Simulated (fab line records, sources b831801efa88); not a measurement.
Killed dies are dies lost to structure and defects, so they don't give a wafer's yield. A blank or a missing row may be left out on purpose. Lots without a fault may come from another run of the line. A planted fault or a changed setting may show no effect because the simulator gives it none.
A struck lot beside a sound one | flow sky130 | 17 steps out of a route of 708
Sound: wafers L309.1, L309.2, L309.6. Struck: wafers L317.1, L317.5, L317.6. The cause comes at the end.
At each step with rows: each side's tool, then ch and its chambers, then its first start. Under that, the readings that differ: sound wafers | struck wafers | difference of the means | sigmas: that difference in standard deviations of wafers without a fault.
alike: readings whose means differ by less than 2 such deviations, and words and numbers that are the same on both sides. not compared: withheld readings, readings that some wafer has no value for, bounds like >300 that may hide the same value, and numbers for which the record gives no deviation and whose values overlap.
The two part at a step that has a row with sigmas, a row that says differs or no value, or rows on one side only. Numbers that don't overlap but have no deviation are shown without sigmas and don't part them. A reading that every wafer of one side lacks parts them only if that side has two wafers or more.

first, 3 steps without rows for these wafers: SKY_VIA2_EXPOSE_09 (exposes mask VIM2, target cd 200 nm); SKY_VIA2_PEB_10; SKY_VIA2_DEVELOP_11 (develop time 60 s).
SKY_VIA2_CD_MEAS_12: target cd 200 nm.
  sound on cd_sem-01, day 38 15:02; struck on cd_sem-02, day 40 14:52
  alike: cd_nm
SKY_VIA2_OVL_MEAS_13:
  sound on overlay-02, day 38 15:10; struck on overlay-02, day 40 14:59
  alike: VIA2_OVL
SKY_VIA2_ETCH_14: etches BARC in N2/H2, stops on SiO2, time 45.9 s, target depth 60 nm.
  sound on rie_diel-03 ch 0,3, day 38 15:11; struck on rie_diel-02 ch 0,1,2, day 40 15:02
  alike: drypump_motor_current_A, oes_product_au, throttle_valve_pct
  not compared: rf_hours_counter_h
SKY_VIA2_ETCH_15: etches SiO2 in C4F8/O2/Ar, stops on TiN, target depth 546 nm, time 84 s.
  sound on rie_diel-03 ch 0,3, day 38 15:14; struck on rie_diel-02 ch 0,1,2, day 40 15:04
  alike: oes_product_au
  not compared: rf_hours_counter_h
SKY_VIA2_STRIP_16: strips in O2/N2.
  sound on plasma_asher-04 ch 0,1, day 38 15:18; struck on plasma_asher-03 ch 0,1, day 40 15:08
  alike: drypump_motor_current_A, oes_product_au, strip_time_to_endpoint_s
  not compared: rf_hours_counter_h
then, 3 steps without rows for these wafers: SKY_VIA2_STRIP_17 (strips in post etch residue remover, time 1200 s); SKY_VIA2_CLEAN_18 (cleans in IPA, time 180 s); SKY_VIA2_CLEAN_19 (cleans in O3/DIW).
SKY_VIA2_SPUTTER_20: material TiN, target thk 20 nm, time 80 s.
  sound on pvd_sputter-04, day 38 15:53; struck on pvd_sputter-02, day 40 15:44
  alike: throttle_valve_pct
SKY_VIA2_CVD_21: deposits W, target thk 420 nm, time 126.4 s.
  sound on cvd_w-01 ch 0,1, day 38 15:57; struck on cvd_w-02 ch 0,1, day 40 15:48
  reading                            | sound             | struck            | difference | sigmas
  chamber_pressure_Torr (Torr)       | 40.13 40.05 39.96 | 46.80 46.74 46.70 | +6.70      | +84
  model.W_of_VIA2_CVD_21.thk_nm (nm) | 423.3 435.2 419.3 | 450.5 453.5 455.6 | +27.3      |
  alike: heater_power_w
SKY_VIA2_RS_MEAS_22: measures by four-point-probe.
  sound on film_metro-03, day 38 16:05; struck on film_metro-02, day 40 16:13
  reading            | sound                | struck               | difference | sigmas
  VIA2_W_RS (ohm/sq) | 0.2707 0.2631 0.2731 | 0.2532 0.2520 0.2505 | -0.0171    | -6
  not compared: hold
SKY_VIA2_THK_MEAS_23: measures by xrf.
  sound on film_metro-03, day 38 16:13; struck on film_metro-02, day 40 17:50
  reading         | sound       | struck      | difference | sigmas
  VIA2_W_THK (nm) | 414 423 410 | 438 442 442 | +25        | +5
  not compared: hold
SKY_VIA2_CMP_24: polishes, stops on SiO2, t overpolish 20 s, target thk 0 nm.
  sound on cmp-01 ch 0,1,3, day 38 16:22; struck on cmp-01 ch 2,3, day 40 20:29
  reading | sound | struck                                                                     | difference                   | sigmas
  hold    | - - - | await_dispo/2.6h/release await_dispo/2.6h/release await_dispo/2.6h/release | no value on the sound wafers |
  alike: motor_current_A
-- the record jumps here: 8 days lie between the struck wafers' starts before and after (it left off in module VIA2 and takes up again in module PAD_OPEN, whose first step shown is number 708 of the route) --
SKY_PAD_OPEN_PROBE_99:
  the record has rows for the struck wafers here (prober-01, day 49 04:55) and none for the sound ones

WHERE THEY PART
First at SKY_VIA2_CVD_21; last, within this record, at SKY_PAD_OPEN_PROBE_99.

WHY: what the simulator had put in
Process parameter drift: cvd_w-02, from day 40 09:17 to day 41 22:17, at SKY_VIA2_CVD_21. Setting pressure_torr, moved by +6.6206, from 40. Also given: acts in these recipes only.
